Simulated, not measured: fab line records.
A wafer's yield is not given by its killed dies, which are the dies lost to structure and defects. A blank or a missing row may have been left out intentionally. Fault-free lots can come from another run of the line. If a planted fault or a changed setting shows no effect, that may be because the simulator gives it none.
Matching of chambers || flow gf180mcu || 4 sister chambers for GF_V3_CMP_04 on cmp-01
The step polishes SiO2. 4 wafers are shown with their chamber, then 11 later ones without.

== EACH WAFER AND ITS CHAMBER ==
{"wafer": "L083.1", "chamber": 0, "motorCurrentA (A)": 12.5}
{"wafer": "L083.2", "chamber": 1, "motorCurrentA (A)": 14.9}
{"wafer": "L083.4", "chamber": 3, "motorCurrentA (A)": 8.5}
{"wafer": "L086.4", "chamber": 2, "motorCurrentA (A)": 11.1}

== WAFERS WITH NO CHAMBER GIVEN ==
{"wafer": "L086.5", "motorCurrentA (A)": 15.0}
{"wafer": "L086.6", "motorCurrentA (A)": 11.9}
{"wafer": "L087.1", "motorCurrentA (A)": 10.8}
{"wafer": "L087.2", "motorCurrentA (A)": 9.1}
{"wafer": "L087.3", "motorCurrentA (A)": 12.1}
{"wafer": "L092.2", "motorCurrentA (A)": 10.6}
{"wafer": "L092.4", "motorCurrentA (A)": 15.7}
{"wafer": "L092.5", "motorCurrentA (A)": 12.5}
{"wafer": "L096.1", "motorCurrentA (A)": 10.8}
{"wafer": "L096.5", "motorCurrentA (A)": 14.9}
{"wafer": "L096.6", "motorCurrentA (A)": 11.9}

== CHAMBER TAKEN BY EACH ==
{"wafer": "L086.5", "from the rows above": 1, "in truth": 1}
{"wafer": "L086.6", "from the rows above": "can't be placed: 0 or 2", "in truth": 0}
{"wafer": "L087.1", "from the rows above": 2, "in truth": 2}
{"wafer": "L087.2", "from the rows above": 3, "in truth": 3}
{"wafer": "L087.3", "from the rows above": "can't be placed: 0 or 2", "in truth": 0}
{"wafer": "L092.2", "from the rows above": 2, "in truth": 2}
{"wafer": "L092.4", "from the rows above": 1, "in truth": 1}
{"wafer": "L092.5", "from the rows above": 0, "in truth": 0}
{"wafer": "L096.1", "from the rows above": 2, "in truth": 2}
{"wafer": "L096.5", "from the rows above": 1, "in truth": 1}
{"wafer": "L096.6", "from the rows above": "can't be placed: 0 or 2", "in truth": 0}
Placed correctly: 8 of 11. These rows do not allow placing 3 (true chamber among the candidates in 3). Wrongly placed: 0.
How it was worked out, from the rows above alone: a wafer's distance from a chamber is the root of the sum, over the readings, of the square of ((its reading less the chamber's mean) divided by the reading's scatter). If the next closest chamber is less than 2 further off than the closest, the wafer can't be placed; otherwise it belongs to the closest. A chamber's mean is the mean of its shown wafers. The scatter: root of mean squared gap, hidden wafer to nearest shown wafer, with one shown wafer a chamber.
